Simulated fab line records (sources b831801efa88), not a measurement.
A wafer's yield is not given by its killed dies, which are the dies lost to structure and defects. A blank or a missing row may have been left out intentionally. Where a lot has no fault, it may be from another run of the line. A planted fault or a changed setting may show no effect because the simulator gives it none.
The tool behind it: which one? :: flow gf180mcu :: 21 wafers from 7 lots sampled at 2 of the route's 602 steps

== WHAT THE GAUGES READ, wafer by wafer ==
GF_V5_THK_MEAS_25: measures by xrf.
lot: L597
measured: day 28 01:17
on: film-metro-01
V5_W_THK (nm): 344 338 335

lot: L599
measured: day 28 05:47
on: film-metro-03
V5_W_THK (nm): 360 347 353

lot: L602
measured: day 29 14:43
on: film-metro-01
V5_W_THK (nm): 328 335 333

lot: L605
measured: day 30 02:44
on: film-metro-01
V5_W_THK (nm): 340 349 350

lot: L612
measured: day 32 00:32
on: film-metro-04
V5_W_THK (nm): 334 327 334

lot: L616
measured: day 32 22:49
on: film-metro-03
V5_W_THK (nm): 361 351 362

lot: L618
measured: day 33 06:16
on: film-metro-01
V5_W_THK (nm): 339 354 355

== TOOL THAT RAN EACH LOT (tool first, then ch and the chambers of the sampled wafers, then the start) ==
lot: L597
GF_STI_OXIDATION_21: furnace-01 ch 0, day 2 07:19

lot: L599
GF_STI_OXIDATION_21: furnace-02 ch 0, day 2 18:56

lot: L602
GF_STI_OXIDATION_21: furnace-01 ch 0, day 3 15:35

lot: L605
GF_STI_OXIDATION_21: furnace-01 ch 0, day 4 05:24

lot: L612
GF_STI_OXIDATION_21: furnace-01 ch 0, day 5 12:26

lot: L616
GF_STI_OXIDATION_21: furnace-02 ch 0, day 6 10:15

lot: L618
GF_STI_OXIDATION_21: furnace-02 ch 0, day 6 20:00
- GF_STI_OXIDATION_21: stabilise 600 s, purge 300 s, target thk 15 nm.

== THE ANSWER, worked out from the rows above alone ==
Rule: usual is defined by the lots themselves. Put in order of their means at a reading, lots are off if they are a third of the lots or fewer, leave a main group of 4 or more, and stand apart from it by a gap of 3 or more times the standard deviation of the main group's means; of several such gaps the widest counts. A main group is skipped when, at the precision printed for the reading in the tables above, its means are all equal. A lot without any number at a reading at which 4 lots or more have one is off too. Where the step has rows for the other lots, those lots are counted as sound.
No lot is off at any reading shown: from this, nothing can be told.

== WHAT WAS PUT IN BY THE SIMULATOR ==
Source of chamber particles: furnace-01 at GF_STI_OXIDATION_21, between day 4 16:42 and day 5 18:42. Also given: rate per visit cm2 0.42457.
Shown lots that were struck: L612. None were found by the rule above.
